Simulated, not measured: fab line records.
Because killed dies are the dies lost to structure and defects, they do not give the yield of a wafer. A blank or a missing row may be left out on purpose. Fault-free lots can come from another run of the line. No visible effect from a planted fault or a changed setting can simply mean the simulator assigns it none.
fab line records	flow sfq_line
[record] lots = 6	wafers = 18	last_day = 75
route steps=325 shown R5@216 I5@228 C5@240 M6@251
lots that met no fault: from a run of the same line without faults
start_h: start of the lot's first displayed wafer, in hours after the record's first day	wait_h: time in hours since the lot's previous step	" same as the row above	L1.1+2: one row covering several wafers at once	- value missing, or start not given	* or withheld: withheld	< > ~ a bound
route shown NAME@n: a module of which the file shows steps, and the number in the route of the first	usual: mean/standard deviation of fault-free wafers	same: alike in all rows	chamber/n: place in a boat	sites: the reading at each site	_std_site: standard deviation of those values	_edge_site: inner sites' mean taken away from outer sites' mean	radius_mm: for every site, how far away it sits from the centre of the wafer	mask NAME#n: copy n	behind: the tool/chamber that last shaped the wafer	hold: why the lot was held/for how many hours/how that ended	device: which transistor (n, p or np) failed to switch	end of line: the route-end tests of the same wafers	for a step that has no rows: nothing shown but its recipe	killed: dies lost to structure and defects at the first sort, not the wafer's yield	map: a wafer's dies, x killed, . not, _ none there
set.NAME: the run value of the setting; set.NAME@STEP: its run value at that earlier step	model.NAME: the simulator's own value behind a step, which no gauge read
certain route steps with their lots: each step a table, each wafer a row
services: the hour from which a tool's chamber was out of use, counted from the record's first day as start_h (under 0 if before that day), plus the number of hours and why
[[steps]]
[step SFQ_R5_THK_MEAS_934]
[recipe] thk_meas_gauge = xrf	reads = MoNx_of_TRILAYER_R5_DEP_SPUTTER_133
[usual] R5_MONX_THK = 39.9/0.5
lot.wafer	tool	chamber	start_h	wait_h	R5_MONX_THK[nm]
L782.2	film_metro-02	-	1059.41	0.1	39.6
L782.4	"	-	"	"	40.0
L782.5	"	-	"	"	39.5
L787.4	film_metro-02	-	1092.43	0.1	39.1
L787.5	"	-	"	"	39.4
L787.6	"	-	"	"	39.4
L795.1	film_metro-02	-	1259.70	0.1	40.8
L795.3	"	-	"	"	41.4
L795.4	"	-	"	"	41.4
L796.2	film_metro-02	-	1304.99	0.1	40.1
L796.4	"	-	"	"	40.1
L796.6	"	-	"	"	39.7
L799.2	film_metro-02	-	1352.56	0.1	40.0
L799.4	"	-	"	"	40.4
L799.5	"	-	"	"	40.7
L802.4	film_metro-02	-	1418.20	0.1	40.1
L802.5	"	-	"	"	39.9
L802.6	"	-	"	"	40.0
[step SFQ_TRILAYER_R5_LITHO_COAT_141]
[recipe] resist = BARC	spin_rpm = 3000	resist_thk_nm = 62
[step SFQ_TRILAYER_R5_LITHO_COAT_136]
[recipe] resist = KrF	spin_rpm = 3000	resist_thk_nm = 600
[step SFQ_TRILAYER_R5_LITHO_SOFTBAKE_140]
[recipe] temp_c = withheld	time_s = withheld	resist = KrF
[step SFQ_TRILAYER_R5_LITHO_EXPOSE_137]
[recipe] mask_id = R5	na = 0.6	source_shape = conventional	sigma_outer = 0.65	target_cd_nm = 500	dose_mj = 14.4
[step SFQ_TRILAYER_R5_LITHO_PEB_139]
[recipe] peb_temp_c = 115	peb_time_s = 60	resist = KrF
[step SFQ_TRILAYER_R5_LITHO_DEVELOP_138]
[recipe] time_s = 60	resist = KrF
[step SFQ_R5_OVL_MEAS_935]
[usual] R5_OVL = 1/5.1
lot.wafer	tool	chamber	start_h	wait_h	R5_OVL[nm]
L782.2	overlay-01	-	1144.25	0.1	-4
L782.4	"	-	"	"	2
L782.5	"	-	"	"	2
L787.4	overlay-01	-	1194.70	0.1	8
L787.5	"	-	"	"	7
L787.6	"	-	"	"	4
L795.1	overlay-01	-	1387.78	0.1	8
L795.3	"	-	"	"	3
L795.4	"	-	"	"	7
L796.2	overlay-02	-	1430.34	0.1	5
L796.4	"	-	"	"	3
L796.6	"	-	"	"	7
L799.2	overlay-02	-	1472.24	0.1	-5
L799.4	"	-	"	"	4
L799.5	"	-	"	"	0
L802.4	overlay-02	-	1533.24	0.1	-5
L802.5	"	-	"	"	-4
L802.6	"	-	"	"	2
[step SFQ_TRILAYER_R5_BARC_OPEN_METAL_ETCH_177]
[recipe] mask_material = PR	chemistry = O2	target_depth_nm = 125	target = BARC	icp_w = 600	bias_w = 80	pressure_mtorr = 10	time_s = 41.7
[step SFQ_TRILAYER_R5_ETCH_METAL_ETCH_139]
[recipe] stop_on = SiO2	mask_material = PR	chemistry = Cl2	target_depth_nm = 60	icp_w = 600	bias_w = 80	pressure_mtorr = 10	time_s = 40
[usual] drypump_motor_current_A = 5.92/0.27	oes_product_au = 0.990/0.006
lot.wafer	tool	chamber	start_h	wait_h	drypump_motor_current_A	oes_product_au	rf_hours_counter_h
L782.2	rie_metal-03	1	1144.34	0.0	5.96	0.986	106
L782.4	"	1	"	"	5.96	0.991	-
L782.5	"	0	"	"	5.86	0.996	-
L787.4	rie_metal-03	0	1194.80	0.0	5.88	0.999	-
L787.5	"	1	"	"	5.97	0.992	-
L787.6	"	0	"	"	5.84	0.987	-
L795.1	rie_metal-04	0	1387.88	0.0	6.40	1.001	9
L795.3	"	1	"	"	5.41	0.994	-
L795.4	"	0	"	"	6.37	1.002	-
L796.2	rie_metal-03	1	1430.43	0.0	5.98	0.978	143
L796.4	"	1	"	"	5.97	0.993	-
L796.6	"	0	"	"	5.79	0.996	-
L799.2	rie_metal-04	0	1472.41	0.1	6.42	0.992	-
L799.4	"	0	"	"	6.42	0.998	-
L799.5	"	0	"	"	6.42	0.986	-
L802.4	rie_metal-01	0	1533.44	0.1	5.75	0.993	-
L802.5	"	0	"	"	5.75	0.997	-
L802.6	"	0	"	"	5.76	0.990	-
[step SFQ_TRILAYER_R5_STRIP_STRIP_140]
[recipe] gas = O2	power_w = 200	platen_temp_c = 40	overash_fraction = 0.65	chemistry = O2	pressure_mtorr = 50
[usual] drypump_motor_current_A = 5.92/0.27	oes_product_au = 0.998/0.008
lot.wafer	tool	chamber	start_h	wait_h	drypump_motor_current_A	oes_product_au	rf_hours_counter_h
L782.2	rie_metal-03	1	1144.40	0.0	5.95	1.000	106
L782.4	"	1	"	"	5.97	0.994	-
L782.5	"	0	"	"	5.85	0.986	-
L787.4	rie_metal-03	0	1195.04	0.2	5.92	1.001	-
L787.5	"	1	"	"	5.94	1.002	-
L787.6	"	0	"	"	5.90	0.992	-
L795.1	rie_metal-04	0	1387.93	0.0	6.38	1.010	9
L795.3	"	1	"	"	5.45	1.006	-
L795.4	"	0	"	"	6.38	1.001	-
L796.2	rie_metal-03	1	1430.48	0.0	5.97	0.992	143
L796.4	"	1	"	"	5.97	0.994	-
L796.6	"	0	"	"	5.88	0.999	-
L799.2	rie_metal-04	0	1472.70	0.3	6.37	1.010	-
L799.4	"	0	"	"	6.39	1.006	-
L799.5	"	0	"	"	6.36	1.003	-
L802.4	rie_metal-01	0	1534.10	0.6	5.76	0.998	-
L802.5	"	0	"	"	5.76	0.997	-
L802.6	"	0	"	"	5.75	1.007	-
[step SFQ_TRILAYER_R5_STRIP_SOLV_CLEAN_141]
[recipe] chemistry = NMP	temp_c = 70	time_s = 600
[step SFQ_TRILAYER_A5C_DEP_PECVD_142]
[recipe] material = SiO2	temp_c = 150	time_s = 15.556	pressure_torr = 2.4	rf_w = 183.3	precursor = SiH4/N2O	target_thk_nm = 70
[usual] heater_power_w = 89/17	throttle_valve_pct = 25.1/1.2
lot.wafer	tool	chamber	start_h	wait_h	heater_power_w	throttle_valve_pct	model.SiO2_of_TRILAYER_A5C_DEP_PECVD_142.thk_nm
L782.2	pecvd-03	1	1145.18	0.0	68	26.5	70.3
L782.4	"	1	"	"	67	26.6	70.62
L782.5	"	2	"	"	98	24.9	71.46
L787.4	pecvd-02	2	1195.63	0.0	120	24.7	70.85
L787.5	"	1	"	"	75	25.4	71.13
L787.6	"	0	"	"	100	25.7	71.61
L795.1	pecvd-02	1	1388.88	0.0	85	25.6	71.13
L795.3	"	2	"	"	126	24.7	50.89
L795.4	"	1	"	"	69	25.5	71.78
L796.2	pecvd-02	2	1431.26	0.0	128	25.0	50.58
L796.4	"	1	"	"	77	25.8	71.29
L796.6	"	2	"	"	128	25.3	50.46
L799.2	pecvd-01	1	1473.88	0.0	74	24.1	68.92
L799.4	"	2	"	"	71	25.2	70.64
L799.5	"	0	"	"	82	25.6	71.64
L802.4	pecvd-03	2	1534.88	0.0	97	24.9	70.34
L802.5	"	0	"	"	98	23.7	71.13
L802.6	"	1	"	"	80	26.6	69.5
[step SFQ_TRILAYER_I5_LITHO_COAT_149]
[recipe] resist = BARC	spin_rpm = 3000	resist_thk_nm = 62
[step SFQ_TRILAYER_I5_LITHO_COAT_144]
[recipe] resist = KrF	spin_rpm = 3000	resist_thk_nm = 650
[step SFQ_TRILAYER_I5_LITHO_SOFTBAKE_148]
[recipe] temp_c = withheld	time_s = withheld	resist = KrF
[step SFQ_TRILAYER_I5_LITHO_EXPOSE_145]
[recipe] mask_id = I5	na = 0.6	source_shape = conventional	sigma_outer = 0.65	target_cd_nm = 700	dose_mj = 21.3
[step SFQ_TRILAYER_I5_LITHO_PEB_147]
[recipe] peb_temp_c = 115	peb_time_s = 60	resist = KrF
[step SFQ_TRILAYER_I5_LITHO_DEVELOP_146]
[recipe] time_s = 60	resist = KrF
[step SFQ_I5_OVL_MEAS_936]
[usual] I5_OVL = 2/5.8
lot.wafer	tool	chamber	start_h	wait_h	I5_OVL[nm]
L782.2	overlay-01	-	1179.46	0.1	-7
L782.4	"	-	"	"	0
L782.5	"	-	"	"	5
L787.4	overlay-02	-	1201.65	0.1	3
L787.5	"	-	"	"	-3
L787.6	"	-	"	"	2
L795.1	overlay-01	-	1419.53	0.1	-8
L795.3	"	-	"	"	0
L795.4	"	-	"	"	-7
L796.2	overlay-01	-	1437.21	0.1	11
L796.4	"	-	"	"	10
L796.6	"	-	"	"	9
L799.2	overlay-01	-	1479.05	0.1	8
L799.4	"	-	"	"	2
L799.5	"	-	"	"	7
L802.4	overlay-02	-	1537.16	0.1	-2
L802.5	"	-	"	"	1
L802.6	"	-	"	"	-3
[step SFQ_TRILAYER_I5_BARC_OPEN_VIA_ETCH_200]
[recipe] mask_material = PR	chemistry = O2	target_depth_nm = 125	target = BARC	source_w = 500	bias_w = 80	pressure_mtorr = 30	time_s = 41.7
[usual] drypump_motor_current_A = 5.4/0.39	oes_product_au = 0.685/0.0041
lot.wafer	tool	chamber	start_h	wait_h	drypump_motor_current_A	oes_product_au	rf_hours_counter_h
L782.2	rie_diel-03	3	1179.49	0.0	6.2	0.682	9
L782.4	"	2	"	"	5.5	0.692	17
L782.5	"	0	"	"	6.0	0.687	-
L787.4	rie_diel-03	2	1201.67	0.0	5.5	0.684	17
L787.5	"	1	"	"	5.4	0.686	-
L787.6	"	0	"	"	6.0	0.684	-
L795.1	rie_diel-04	0	1419.57	0.0	5.0	0.689	22
L795.3	"	1	"	"	5.8	0.677	15
L795.4	"	3	"	"	4.9	0.684	14
L796.2	rie_diel-04	0	1437.24	0.0	5.0	0.692	22
L796.4	"	2	"	"	5.3	0.685	8
L796.6	"	3	"	"	4.9	0.681	-
L799.2	rie_diel-01	0	1479.08	0.0	5.2	0.687	12
L799.4	"	3	"	"	5.4	0.686	21
L799.5	"	3	"	"	5.4	0.686	-
L802.4	rie_diel-03	2	1537.18	0.0	5.5	0.695	20
L802.5	"	1	"	"	5.4	0.694	-
L802.6	"	0	"	"	6.0	0.688	-
[step SFQ_TRILAYER_I5_ETCH_VIA_ETCH_147]
[recipe] stop_on = Nb	mask_material = PR	chemistry = CHF3	target_depth_nm = 360	source_w = 500	bias_w = 80	pressure_mtorr = 30	time_s = withheld
[usual] drypump_motor_current_A = 5.4/0.39	oes_product_au = 0.990/0.0056
lot.wafer	tool	chamber	start_h	wait_h	drypump_motor_current_A	oes_product_au
L782.2	rie_diel-03	3	1179.53	0.0	6.2	0.994
L782.4	"	2	"	"	5.4	0.984
L782.5	"	0	"	"	6.0	0.988
L787.4	rie_diel-03	2	1201.71	0.0	5.5	0.985
L787.5	"	1	"	"	5.4	0.990
L787.6	"	0	"	"	6.0	0.985
L795.1	rie_diel-04	0	1419.61	0.0	4.9	0.991
L795.3	"	1	"	"	5.7	0.992
L795.4	"	3	"	"	4.9	0.994
L796.2	rie_diel-04	0	1437.28	0.0	5.0	0.996
L796.4	"	2	"	"	5.4	0.993
L796.6	"	3	"	"	4.9	0.993
L799.2	rie_diel-01	0	1479.12	0.0	5.2	0.977
L799.4	"	3	"	"	5.4	0.988
L799.5	"	3	"	"	5.4	0.988
L802.4	rie_diel-03	2	1537.22	0.0	5.5	0.985
L802.5	"	1	"	"	5.4	0.992
L802.6	"	0	"	"	6.0	1.000
[step SFQ_TRILAYER_I5_STRIP_STRIP_148]
[recipe] gas = O2	power_w = 200	platen_temp_c = 40	overash_fraction = 0.65	chemistry = O2	pressure_mtorr = 50
[step SFQ_TRILAYER_I5_STRIP_SOLV_CLEAN_149]
[recipe] chemistry = NMP	temp_c = 70	time_s = 600
[step SFQ_TRILAYER_C5_LITHO_COAT_156]
[recipe] resist = BARC	spin_rpm = 3000	resist_thk_nm = 62
[step SFQ_TRILAYER_C5_LITHO_COAT_151]
[recipe] resist = KrF	spin_rpm = 3000	resist_thk_nm = 650
[step SFQ_TRILAYER_C5_LITHO_SOFTBAKE_155]
[recipe] temp_c = withheld	time_s = withheld	resist = KrF
[step SFQ_TRILAYER_C5_LITHO_EXPOSE_152]
[recipe] mask_id = C5	na = 0.6	source_shape = conventional	sigma_outer = 0.65	target_cd_nm = 500	dose_mj = 21.3
[step SFQ_TRILAYER_C5_LITHO_PEB_154]
[recipe] peb_temp_c = 115	peb_time_s = 60	resist = KrF
[step SFQ_TRILAYER_C5_LITHO_DEVELOP_153]
[recipe] time_s = 60	resist = KrF
[step SFQ_C5_OVL_MEAS_937]
[usual] C5_OVL = -4/4.7
lot.wafer	tool	chamber	start_h	wait_h	C5_OVL[nm]
L782.2	overlay-02	-	1301.82	0.1	-5
L782.4	"	-	"	"	-2
L782.5	"	-	"	"	1
L787.4	overlay-02	-	1327.35	0.1	-4
L787.5	"	-	"	"	-8
L787.6	"	-	"	"	0
L795.1	overlay-01	-	1426.28	0.1	-6
L795.3	"	-	"	"	-3
L795.4	"	-	"	"	-6
L796.2	overlay-01	-	1441.06	0.1	-6
L796.4	"	-	"	"	-3
L796.6	"	-	"	"	-11
L799.2	overlay-01	-	1482.30	0.1	3
L799.4	"	-	"	"	4
L799.5	"	-	"	"	0
L802.4	overlay-01	-	1541.01	0.1	-9
L802.5	"	-	"	"	-12
L802.6	"	-	"	"	-2
[step SFQ_TRILAYER_C5_BARC_OPEN_VIA_ETCH_210]
[recipe] mask_material = PR	chemistry = O2	target_depth_nm = 125	target = BARC	source_w = 500	bias_w = 80	pressure_mtorr = 30	time_s = 41.7
[usual] drypump_motor_current_A = 5.6/0.41	oes_product_au = 0.685/0.0043
lot.wafer	tool	chamber	start_h	wait_h	drypump_motor_current_A	oes_product_au	rf_hours_counter_h
L782.2	rie_diel-02	2	1301.85	0.0	6.0	0.690	16
L782.4	"	0	"	"	5.7	0.691	11
L782.5	"	0	"	"	5.7	0.682	-
L787.4	rie_diel-03	3	1327.37	0.0	6.2	0.690	11
L787.5	"	1	"	"	5.4	0.687	-
L787.6	"	0	"	"	6.0	0.687	-
L795.1	rie_diel-04	0	1426.32	0.0	5.0	0.678	22
L795.3	"	2	"	"	5.3	0.687	8
L795.4	"	3	"	"	4.9	0.686	14
L796.2	rie_diel-02	2	1441.09	0.0	6.0	0.685	18
L796.4	"	1	"	"	5.2	0.693	24
L796.6	"	0	"	"	5.7	0.680	-
L799.2	rie_diel-03	0	1482.33	0.0	6.0	0.689	15
L799.4	"	1	"	"	5.4	0.689	8
L799.5	"	1	"	"	5.4	0.689	-
L802.4	rie_diel-02	0	1541.03	0.0	5.7	0.682	14
L802.5	"	1	"	"	5.2	0.686	-
L802.6	"	0	"	"	5.7	0.687	-
[step SFQ_TRILAYER_C5_ETCH_VIA_ETCH_154]
[recipe] target = SiO2	mask_material = PR	chemistry = CHF3	target_depth_nm = 84	source_w = 500	bias_w = 80	pressure_mtorr = 30	time_s = withheld	stop_on = Nb
[usual] drypump_motor_current_A = 5.6/0.41	oes_product_au = 0.896/0.0082
lot.wafer	tool	chamber	start_h	wait_h	drypump_motor_current_A	oes_product_au	model.C5.feature_depth_nm	model.etch.depth_nm
L782.2	rie_diel-02	2	1301.89	0.0	6.0	0.888	70.3	70.3
L782.4	"	0	"	"	5.7	0.901	70.62	70.62
L782.5	"	0	"	"	5.7	0.912	71.46	71.46
L787.4	rie_diel-03	3	1327.41	0.0	6.2	0.903	70.85	70.85
L787.5	"	1	"	"	5.4	0.903	71.13	71.13
L787.6	"	0	"	"	6.0	0.908	71.61	71.61
L795.1	rie_diel-04	0	1426.36	0.0	4.9	0.905	71.13	71.13
L795.3	"	2	"	"	5.3	0.754	50.89	50.89
L795.4	"	3	"	"	4.9	0.907	71.78	71.78
L796.2	rie_diel-02	2	1441.13	0.0	6.0	0.742	50.58	50.58
L796.4	"	1	"	"	5.2	0.910	71.29	71.29
L796.6	"	0	"	"	5.7	0.752	50.46	50.46
L799.2	rie_diel-03	0	1482.37	0.0	6.0	0.885	68.92	68.92
L799.4	"	1	"	"	5.4	0.899	70.64	70.64
L799.5	"	1	"	"	5.4	0.909	71.64	71.64
L802.4	rie_diel-02	0	1541.07	0.0	5.7	0.899	70.34	70.34
L802.5	"	1	"	"	5.2	0.902	71.13	71.13
L802.6	"	0	"	"	5.7	0.890	69.5	69.5
[step SFQ_TRILAYER_C5_STRIP_STRIP_155]
[recipe] gas = O2	power_w = 200	platen_temp_c = 40	overash_fraction = 0.65	chemistry = O2	pressure_mtorr = 50
[step SFQ_TRILAYER_C5_STRIP_SOLV_CLEAN_156]
[recipe] chemistry = NMP	temp_c = 70	time_s = 600
[step SFQ_TRILAYER_M6_DEP_PRE_CLEAN_158]
[recipe] gas = Ar	time_s = 22.5	bias_v = 250
lot.wafer	tool	chamber	start_h	wait_h	model.SiO2_of_TRILAYER_A5C_DEP_PECVD_142.thk_nm
L782.2	pvd_sputter-03	-	1302.71	0.0	62.8
L782.4	"	-	"	"	63.12
L782.5	"	-	"	"	63.96
L787.4	pvd_sputter-03	-	1328.23	0.0	63.35
L787.5	"	-	"	"	63.63
L787.6	"	-	"	"	64.11
L795.1	pvd_sputter-03	-	1427.18	0.0	63.63
L795.3	"	-	"	"	43.39
L795.4	"	-	"	"	64.28
L796.2	pvd_sputter-05	-	1441.96	0.0	43.08
L796.4	"	-	"	"	63.79
L796.6	"	-	"	"	42.97
L799.2	pvd_sputter-05	-	1483.37	0.0	61.42
L799.4	"	-	"	"	63.14
L799.5	"	-	"	"	64.14
L802.4	pvd_sputter-05	-	1542.50	0.0	62.84
L802.5	"	-	"	"	63.63
L802.6	"	-	"	"	62
[step SFQ_TRILAYER_M6_DEP_SPUTTER_157]
[recipe] material = Nb	base_pressure_pa = 1.33e-06	chamber_pressure_pa = 0.1333	substrate_temp_c = 20	target_thk_nm = 200	power_w = 2000	time_s = 133.3
[[services]]
tool	chamber	start_h	hours	kind
rie_diel-03	0	1127.52	13.7	repair
rie_diel-03	-	1157.81	0.5	repair
rie_metal-03	-	1169.47	1.4	pm
rie_diel-04	-	1211.96	0.7	repair
rie_diel-04	2	1213.16	17.4	repair
rie_diel-04	3	1214.37	4.0	repair
rie_diel-04	0	1226.44	3.1	repair
rie_diel-03	2	1236.31	25.4	repair
rie_diel-03	0	1244.10	8.5	repair
rie_diel-04	2	1246.18	4.0	repair
rie_diel-04	1	1281.37	2.3	repair
rie_diel-04	-	1288.21	28.1	pm
rie_diel-03	-	1311.69	2.8	pm
rie_diel-04	2	1321.15	9.3	repair
rie_diel-04	1	1325.63	9.0	repair
rie_diel-02	1	1350.35	6.1	repair
rie_diel-04	2	1365.51	2.5	repair
rie_diel-02	3	1383.89	3.8	repair
rie_diel-04	3	1384.00	4.3	repair
rie_diel-04	-	1426.57	2.8	pm
rie_diel-04	1	1440.80	9.6	repair
rie_diel-04	2	1441.82	3.4	repair
rie_diel-02	0	1446.53	5.5	repair
rie_diel-03	2	1496.35	11.9	repair
[[key]]
[first_sign] step = SFQ_TRILAYER_C5_ETCH_VIA_ETCH_154	reading = oes_product_au	direction = down	sigmas = 18	usual = 0.896	struck = 0.749
effect none on later readings
[model_effect] step = SFQ_TRILAYER_A5C_DEP_PECVD_142	value = SiO2_of_TRILAYER_A5C_DEP_PECVD_142.thk_nm	without = 69.69	struck = 50.64
[model_effect] step = SFQ_TRILAYER_C5_ETCH_VIA_ETCH_154	value = C5.feature_depth_nm	without = 69.69	struck = 50.64
[model_effect] step = SFQ_TRILAYER_M6_DEP_PRE_CLEAN_158	value = SiO2_of_TRILAYER_A5C_DEP_PECVD_142.thk_nm	without = 62.19	struck = 43.14
met_at SFQ_TRILAYER_A5C_DEP_PECVD_142
struck_wafers L795.3,L796.2,L796.6
onset_between 1195.63 1388.88
[fault] kind = process_parameter_drift	tool = pecvd-02	chamber = 2	onset_h = 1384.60	steps = SFQ_TRILAYER_A5C_DEP_PECVD_142	channel = time_s	offset = *	shape = step	end_h = 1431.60	acts_in = *	stated = *
